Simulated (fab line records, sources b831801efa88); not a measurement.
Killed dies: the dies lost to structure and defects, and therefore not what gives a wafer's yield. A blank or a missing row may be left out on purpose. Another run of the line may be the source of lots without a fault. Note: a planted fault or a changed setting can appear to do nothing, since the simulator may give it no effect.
A struck lot beside a sound one || flow gf180mcu || 39 out of 602 route steps
Sound: these wafers, L859.1, L859.3, L859.5. Struck: wafer L863.4. (L863.3 of the same lot was not struck and is left out.) The cause comes at the end.
Per side, at each step with rows, come the tool, then ch with its chambers, and then its first start. Under that, the readings that differ: sound wafers || struck wafers || difference of the means || sigmas: that difference in standard deviations of wafers without a fault.
alike: a reading whose means differ by less than 2 such deviations, as well as words and numbers matching on both sides. not compared: withheld readings; readings where some wafer has no value; bounds like >300 that might hide an equal value; numbers whose values overlap and for which the record gives no deviation.
The two part at a step that has a row with sigmas, a row that says differs or no value, or rows on one side only. When numbers do not overlap yet have no deviation, they are printed without sigmas and do not part them. Lack of a reading on every wafer of one side parts them only where that side has two or more wafers.

first, 4 steps without rows for these wafers: GF_M2_SOFTBAKE_10 (time 60 s); GF_M2_EXPOSE_11 (exposes mask Metal2, target cd 280 nm); GF_M2_PEB_12 (peb time 90 s); GF_M2_DEVELOP_13 (develop time 60 s).
GF_M2_CD_MEAS_14 targets a cd of 280 nm.
  sound on cdSem-01 at day 23 08:04; struck on cdSem-01 at day 24 15:00
  alike: cdNm
GF_M2_OVL_MEAS_15:
  sound on overlay-02 at day 23 08:11; struck on overlay-01 at day 24 15:05
  alike: M2_OVL
GF_M2_METAL_ETCH_16: etches the open film in Cl2/BCl3, stops on SiO2, target depth 750.8 nm, time 125.1 s.
  sound on rieMetal-03 ch 0,1, day 23 08:13; struck on rieMetal-01 ch 0, day 24 15:10
  alike: drypumpMotorCurrentA, oesProductAu, rfFwdPowerW, throttleValvePct
  not compared: rfHoursCounterH
GF_M2_STRIP_17: strips in O2/N2.
  sound on plasmaAsher-01 ch 0,1, day 23 08:21; struck on plasmaAsher-03 ch 1, day 24 15:17
  alike: drypumpMotorCurrentA, heaterPowerW, oesProductAu, stripTimeToEndpointS
  not compared: rfHoursCounterH
then, 3 steps without rows for these wafers: GF_M2_STRIP_18 (strips in post etch residue remover, time 1200 s); GF_M2_CLEAN_19 (cleans in DIW); GF_V2_CVD_00 (deposits SiO2, target thk 600 nm, time 100 s).
GF_V2_THK_MEAS_01:
  sound on filmMetro-02 at day 23 09:28; struck on filmMetro-02 at day 24 15:55
  alike: V2_CVD_00_THK
GF_V2_CVD_02: deposits SiO2 from TEOS, target thk 850 nm, time 94.851 s.
  sound on pecvd-01 ch 0,1, day 23 09:31; struck on pecvd-01 ch 1, day 24 15:58
{"reading": "model.SiO2_of_V2_CVD_02.thkNm (nm)", "sound": "851.8 835.5 861.1", "struck": 509.7, "difference": -339.8, "sigmas": ""}
  alike: heaterPowerW, rfFwdPowerW, susceptorTempC
  not compared: sinceWetCleanH
GF_V2_THK_MEAS_03:
  sound on filmMetro-01 at day 23 09:35; struck on filmMetro-01 at day 24 16:03
{"reading": "V2_CVD_02_THK (nm)", "sound": "852 836 861", "struck": 509, "difference": -341, "sigmas": -34}
GF_V2_CMP_04: polishes SiO2.
  sound on cmp-02 ch 0,1,3, day 23 09:45; struck on cmp-01 ch 0, day 24 16:05
{"reading": "timeToEndpointS (s)", "sound": "81 76 89", "struck": 38, "difference": -44, "sigmas": -9}
  alike: motorCurrentA, slurryFlowMlMin
GF_V2_BOW_MEAS_05:
  sound on filmMetro-01 at day 23 09:57; struck on filmMetro-02 at day 24 16:26
  alike: V2_BOW
then, 8 steps without rows for these wafers: GF_V2_DEHYDRATE_06 (time 60 s); GF_V2_HMDS_07 (prime time 60 s); GF_V2_COAT_08; GF_V2_COAT_09 (resist thk 1000 nm); GF_V2_SOFTBAKE_10 (time 60 s); GF_V2_EXPOSE_11 (exposes mask Via2, target cd 260 nm); GF_V2_PEB_12 (peb time 90 s); GF_V2_DEVELOP_13 (develop time 60 s).
GF_V2_CD_MEAS_14 targets a cd of 260 nm.
  sound on cdSem-02 at day 24 08:26; struck on cdSem-01 at day 25 14:43
  alike: cdNm
GF_V2_OVL_MEAS_15:
  sound on overlay-02 at day 24 08:33; struck on overlay-02 at day 25 14:49
  alike: V2_OVL
GF_V2_ETCH_16: etches BARC in N2/H2.
  sound on rieDiel-02 ch 0,1,3, day 24 08:35; struck on rieDiel-01 ch 0, day 25 14:50
  alike: drypumpMotorCurrentA, oesProductAu, rfFwdPowerW, throttleValvePct
GF_V2_ETCH_17: etches SiO2 in C4F8/O2/Ar, stops on TiN, target depth 630 nm.
  sound: rieDiel-02 ch 0,1,3; struck: rieDiel-01 ch 0
{"reading": "oesProductAu (a.u.)", "sound": "0.865 0.858 0.851", "struck": 0.761, "difference": -0.097, "sigmas": -19}
{"reading": "model.etch.depthNm (nm)", "sound": "632.9 633.5 634.4", "struck": 509.7, "difference": -123.9, "sigmas": ""}
{"reading": "model.V2.featureDepthNm (nm)", "sound": "632.9 633.5 634.4", "struck": 509.7, "difference": -123.9, "sigmas": ""}
  alike: rfFwdPowerW
GF_V2_STRIP_18: strips in O2/N2.
  sound on plasmaAsher-01 ch 0,1, day 24 08:43; struck on plasmaAsher-02 ch 1, day 25 14:59
  alike: drypumpMotorCurrentA, heaterPowerW, oesProductAu
  not compared: rfHoursCounterH
then, 5 steps without rows for these wafers: GF_V2_STRIP_19 (strips in post etch residue remover, time 1200 s); GF_V2_CLEAN_20 (cleans in DIW); GF_V2_SPUTTER_21 (material Ti, target thk 15 nm, time 80.02 s); GF_V2_SPUTTER_22 (material TiN, target thk 10 nm, time 40 s); GF_V2_CVD_23 (deposits W, target thk 350 nm, time 104.94 s).
GF_V2_RS_MEAS_24: uses a four-point probe to measure.
  sound on filmMetro-03 at day 24 09:28; struck on filmMetro-01 at day 25 15:47
  alike: V2_W_RS
GF_V2_THK_MEAS_25: measures by xrf.
  sound on filmMetro-03 at day 24 09:35; struck on filmMetro-01 at day 25 15:53
{"reading": "V2_W_THK (nm)", "sound": "346 346 344", "struck": 333, "difference": -12, "sigmas": -3}
GF_V2_CMP_26: polishes, stops on SiO2, t overpolish 15 s, target thk 0 nm.
  sound on cmp-01 ch 0,1,2, day 24 09:38; struck on cmp-01 ch 1, day 25 15:56
{"reading": "model.SiO2_of_V2_CVD_02.thkNm (nm)", "sound": "629.1 629.7 630.6", "struck": 505.9, "difference": -123.9, "sigmas": ""}
  alike: motorCurrentA, overpolishRunS, slurryFlowMlMin, timeToEndpointS
GF_M3_SPUTTER_00: material Ti, target thk 37.5 nm, time 150 s.
  sound on pvdSputter-03 at day 24 09:56; struck on pvdSputter-01 at day 25 16:14
  alike: throttleValvePct
-- the record jumps here: 8 days lie between the struck wafers' starts before and after (it left off in module M3 and takes up again in module PASSIVATION, whose first step shown is number 602 of the route) --
GF_PASSIVATION_PROBE_99:
  sound on prober-01 at day 32 06:56; struck on prober-01 at day 33 04:44
{"reading": "model.etest.met3Comb.leakLog10AUm", "sound": "-11.88 -12.06 -12.01", "struck": -7.007, "difference": "+4.976", "sigmas": ""}
{"reading": "model.etest.via2Chain.rcOhm", "sound": "6.189 6.35 6.518", "struck": 6.088, "difference": -0.264, "sigmas": ""}

WHERE THEY PART
Earliest at GF_V2_THK_MEAS_03; latest, in this record, at GF_V2_THK_MEAS_25. Later steps at which nothing parts them and some readings are alike: GF_V2_CMP_26, GF_M3_SPUTTER_00.

WHY: whatever the simulator had introduced
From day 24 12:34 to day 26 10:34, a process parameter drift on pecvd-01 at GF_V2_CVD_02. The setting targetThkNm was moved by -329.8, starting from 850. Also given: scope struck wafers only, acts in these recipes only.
